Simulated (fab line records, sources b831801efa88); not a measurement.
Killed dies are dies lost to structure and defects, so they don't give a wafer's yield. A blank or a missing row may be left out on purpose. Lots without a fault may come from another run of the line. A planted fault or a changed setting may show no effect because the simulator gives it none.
Which tool did it? | flow gf180mcu | 12 lots, 36 wafers sampled, at 1 step of a route of 602

WHAT THE GAUGES READ, wafer by wafer
GF_SAB_CD_MEAS_09: target cd 420 nm.
lot  | measured     | on        | cd_nm (nm)
L075 | day 15 13:07 | cd_sem-01 | 417.4 420.2 420.1
L077 | day 16 06:28 | cd_sem-01 | 419.9 417.1 417.7
L079 | day 16 17:21 | cd_sem-02 | 420.5 420.8 422.1
L081 | day 17 15:46 | cd_sem-01 | 421.3 419.5 419.2
L083 | day 18 07:41 | cd_sem-02 | 420.8 423.2 423.2
L085 | day 19 08:01 | cd_sem-02 | 417.3 414.5 414.3
L087 | day 20 00:50 | cd_sem-01 | 419.2 421.4 418.7
L089 | day 20 23:04 | cd_sem-02 | 422.0 420.7 421.6
L091 | day 21 08:05 | cd_sem-01 | 417.9 421.2 417.4
L093 | day 21 21:47 | cd_sem-02 | 418.0 415.5 417.0
L095 | day 22 15:03 | cd_sem-01 | 419.0 421.1 420.1
L097 | day 23 07:41 | cd_sem-01 | 421.5 419.2 420.1

WHICH TOOL RAN EACH LOT (tool, then ch and the chambers of the sampled wafers, then the start)
The record holds no process step before these readings.

THE ANSWER, worked out from the rows above alone
Rule: what is usual is taken from the lots themselves. Put in order of their means at a reading, lots are off if they are a third of the lots or fewer, leave a main group of 4 or more, and stand apart from it by a gap of 3 or more times the standard deviation of the main group's means; of several such gaps the widest counts. A main group whose means are all the same, to the digits that the tables above print for the reading, isn't used. A lot without any number at a reading at which 4 lots or more have one is off too. The other lots that the step has rows for count as sound.
No lot is off at any reading shown: from this, nothing can be told.

WHAT THE SIMULATOR HAD PUT IN
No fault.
